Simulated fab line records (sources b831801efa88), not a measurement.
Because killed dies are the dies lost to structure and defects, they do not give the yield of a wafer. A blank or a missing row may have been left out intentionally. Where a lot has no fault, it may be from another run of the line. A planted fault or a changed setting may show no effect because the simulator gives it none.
Which tool is to blame? | flow gf180mcu | Sampling: 12 lots, 36 wafers, 5 of 602 route steps

== WHAT EACH GAUGE READ, for each wafer ==
GF_STI_BOW_MEAS_00. Usual: for INCOMING_BOW the level is -1 um and the standard deviation is 6.8.
lot  | measured    | on            | INCOMING_BOW (um) | flag
L357 | day 1 20:00 | film_metro-02 | -1 -2 -7          |
L358 | day 2 01:00 | film_metro-03 | 5 11 -14          |
L360 | day 2 11:00 | film_metro-02 | 3 -13 11          |
L363 | day 3 02:00 | film_metro-03 | -11 -6 -7         |
L364 | day 3 07:01 | film_metro-02 | -3 -12 -2         |
L365 | day 3 12:02 | film_metro-02 | -18 1 6           |
L366 | day 3 17:04 | film_metro-03 | 0 18 10           |
L367 | day 3 22:01 | film_metro-02 | -13 -5 0          |
L368 | day 4 03:01 | film_metro-02 | -4 -3 4           |
L375 | day 5 14:02 | film_metro-01 | -1 -1 4           |
L377 | day 6 00:00 | film_metro-02 | -1 -11 -1         |
L378 | day 6 05:01 | film_metro-02 | 10 -1 6           |

GF_STI_THK_MEAS_04. Usual: for STI_CVD_03_THK the level is 206.8 nm and the standard deviation is 1.8.
lot  | measured    | on            | STI_CVD_03_THK (nm) | flag
L357 | day 1 23:34 | film_metro-01 | 206.4 205.0 205.0   |
L358 | day 2 05:41 | film_metro-01 | 208.0 207.3 206.0   |
L360 | day 2 14:34 | film_metro-02 | 205.7 204.7 204.5   |
L363 | day 3 06:33 | film_metro-02 | 206.0 207.3 207.4   |
L364 | day 3 11:30 | film_metro-01 | 204.5 204.7 205.1   |
L365 | day 3 16:13 | film_metro-01 | 204.5 205.0 203.7   |
L366 | day 3 20:35 | film_metro-03 | 205.0 204.7 203.5   |
L367 | day 4 02:47 | film_metro-01 | 209.2 209.3 208.9   |
L368 | day 4 06:45 | film_metro-02 | 207.0 208.4 207.8   |
L375 | day 5 18:34 | film_metro-03 | 204.8 204.3 206.9   |
L377 | day 6 06:37 | film_metro-02 | 206.3 207.1 207.2   |
L378 | day 6 10:32 | film_metro-03 | 207.3 208.7 208.3   |

GF_NWELL_TW_MEAS_11. Usual: for NWELL_TW the level is 1582 and the standard deviation is 7.6.
lot  | measured    | on            | NWELL_TW       | flag
L357 | day 3 18:04 | film_metro-04 | 1575 1575 1586 |
L358 | day 4 01:49 | film_metro-01 | 1577 1570 1580 |
L360 | day 4 10:23 | film_metro-04 | 1584 1586 1569 |
L363 | day 5 03:58 | film_metro-03 | 1584 1591 1577 |
L364 | day 5 10:15 | film_metro-03 | 1581 1588 1587 |
L365 | day 5 15:03 | film_metro-03 | 1586 1587 1578 |
L366 | day 5 21:28 | film_metro-04 | 1595 1592 1599 |
L367 | day 6 00:48 | film_metro-01 | 1596 1595 1588 |
L368 | day 6 09:56 | film_metro-03 | 1581 1586 1577 |
L375 | day 7 21:32 | film_metro-04 | 1462 1457 1467 | OFF
L377 | day 8 11:38 | film_metro-04 | 1459 1453 1457 | OFF
L378 | day 8 18:59 | film_metro-04 | 1580 1592 1585 |

GF_VT_IMPLANT_RS_MEAS_47: measurement is done with a four-point probe. Usual: for NWELL_RS the level is 488.0 ohm/sq and the standard deviation is 1.2.
lot  | measured     | on            | NWELL_RS (ohm/sq) | flag
L357 | day 8 02:39  | film_metro-01 | 487.7 486.9 488.1 |
L358 | day 8 12:07  | film_metro-04 | 488.6 489.6 489.7 |
L360 | day 8 22:06  | film_metro-03 | 488.0 486.8 487.6 |
L363 | day 9 16:54  | film_metro-04 | 487.6 488.8 489.1 |
L364 | day 10 00:41 | film_metro-04 | 488.8 489.6 487.9 |
L365 | day 10 08:44 | film_metro-03 | 488.1 488.4 489.0 |
L366 | day 10 17:38 | film_metro-04 | 487.3 487.9 487.5 |
L367 | day 10 19:17 | film_metro-01 | 488.4 489.1 488.4 |
L368 | day 11 06:20 | film_metro-03 | 486.8 487.5 488.7 |
L375 | day 13 06:03 | film_metro-03 | 566.8 569.8 567.5 | OFF
L377 | day 14 00:06 | film_metro-03 | 570.8 570.0 569.7 | OFF
L378 | day 14 05:37 | film_metro-04 | 488.1 487.0 486.4 |

== EACH LOT AND THE TOOL THAT RAN IT (in order: tool; ch and the chambers of the sampled wafers; start) ==
lot  | GF_NWELL_IMPLANT_08
L357 | implanter-02 ch 0, day 3 17:40
L358 | implanter-02 ch 0, day 4 01:25
L360 | implanter-02 ch 0, day 4 09:59
L363 | implanter-04 ch 0, day 5 03:31
L364 | implanter-04 ch 0, day 5 09:51
L365 | implanter-02 ch 0, day 5 14:41
L366 | implanter-02 ch 0, day 5 21:06
L367 | implanter-03 ch 0, day 6 00:25
L368 | implanter-03 ch 0, day 6 09:33
L375 | implanter-04 ch 0, day 7 21:10
L377 | implanter-04 ch 0, day 8 11:14
L378 | implanter-03 ch 0, day 8 18:33
- GF_NWELL_IMPLANT_08

== WHAT THE TOOLS THEMSELVES READ (means of the sampled wafers that have a number; where no wafer has one, the mark that the record gives instead) ==
GF_NWELL_IMPLANT_08. Usual: dose_ions_cm2 1.5003e+13, standard deviation 1.8e+10; faraday_current_uA 84.6, standard deviation 1.6.
lot  | tool         | dose_ions_cm2 | faraday_current_uA | flag
L357 | implanter-02 | 1.5015e+13    | 83.4               |
L358 | implanter-02 | 1.5008e+13    | 86.5               |
L360 | implanter-02 | 1.4997e+13    | 83.8               |
L363 | implanter-04 | 1.5004e+13    | 85.4               |
L364 | implanter-04 | 1.5008e+13    | 84.5               |
L365 | implanter-02 | 1.4978e+13    | 85.6               |
L366 | implanter-02 | 1.4977e+13    | 84.1               |
L367 | implanter-03 | 1.5017e+13    | 84.7               |
L368 | implanter-03 | 1.5020e+13    | 83.2               |
L375 | implanter-04 | 1.1202e+13    | 63.3               | OFF
L377 | implanter-04 | 1.1205e+13    | 63.5               | OFF
L378 | implanter-03 | 1.4999e+13    | 84.7               |

== THE ANSWER, worked out from the rows above alone ==
Rule: take the mean of a lot's wafers that have a number; if it is more than 3 standard deviations from the usual mean, the lot is off. A lot without any number at a reading at which 4 lots or more have one is off too. All remaining lots with rows at the step are treated as sound. First the gauges in route order, then the tools' own readings, where a lot's mean is used as printed above. At the first step where some lot is off, the reading lying furthest off is the one used; lots without a number count as furthest.
Off: at GF_NWELL_TW_MEAS_11 (NWELL_TW), L375, L377.
If a tool, at a process step before that reading, ran all the lots that are off and no sound lot after the first of them, it fits. The gauges at GF_NWELL_TW_MEAS_11 aren't tried: what is off there is off at GF_VT_IMPLANT_RS_MEAS_47 too, on other tools, and a gauge's error can't cause that. One candidate fits, namely implanter-04 at GF_NWELL_IMPLANT_08. A fault onset in the window from L364 (day 5 09:51, its last sound lot) to L375 (day 7 21:10, its first lot off) fits.
The tool's own readings at GF_NWELL_IMPLANT_08 bear it out: on the lots that are off they differ by more than 5 times the standard deviation of the sound lots' means. dose_ions_cm2 reads 1.1204e+13 there against 1.5002e+13 on the sound lots; faraday_current_uA reads 63.4 there against 84.6 on the sound lots.

== WHAT WAS PUT IN BY THE SIMULATOR ==
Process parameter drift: implanter-04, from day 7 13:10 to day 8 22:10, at GF_NWELL_IMPLANT_08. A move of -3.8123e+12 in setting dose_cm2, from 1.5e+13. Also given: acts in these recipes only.
Lots struck among those shown: L375, L377. Same finding as the rule above.
